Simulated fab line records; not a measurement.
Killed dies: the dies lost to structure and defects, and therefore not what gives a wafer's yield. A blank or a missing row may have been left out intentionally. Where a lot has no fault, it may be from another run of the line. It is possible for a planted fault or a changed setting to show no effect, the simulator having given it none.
Chamber matching ; flow sky130 ; SKY_CAPM_CVD_00 on pecvd-04 has 3 sister chambers
The step deposits SiO2, target thk 15.5 nm. 3 wafers are shown with their chamber, then 8 later ones without.

## EACH WAFER AND ITS CHAMBER
wafer;chamber;heater_power_w (W)
L090.2;0;725
L090.3;1;644
L092.3;2;620

## WAFERS WHOSE CHAMBER IS MISSING
wafer;heater_power_w (W)
L092.4;614
L092.5;712
L094.1;654
L094.4;659
L094.6;602
L096.3;625
L096.4;645
L096.5;692

## CHAMBER TAKEN BY EACH
wafer;from the rows above;in truth
L092.4;can't be placed: 2 or 1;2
L092.5;0;0
L094.1;can't be placed: 1 or 2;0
L094.4;can't be placed: 1 or 2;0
L094.6;can't be placed: 2 or 1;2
L096.3;can't be placed: 2 or 1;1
L096.4;can't be placed: 1 or 2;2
L096.5;can't be placed: 0 or 1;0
Correctly placed: 1 of 8. These rows do not allow placing 7 (true chamber among the candidates in 5). 0 placed wrongly.
How it was worked out, from the rows above alone: a wafer's distance from a chamber is the root of the sum, over the readings, of the square of ((its reading less the chamber's mean) divided by the reading's scatter). The wafer belongs to the nearest chamber; if the next one is less than 2 further off, it can't be placed. For every chamber, the mean is computed from those of its wafers that are shown. The scatter: with one shown wafer a chamber, the root of the mean of the squares of how far each hidden wafer lies from its nearest shown one.
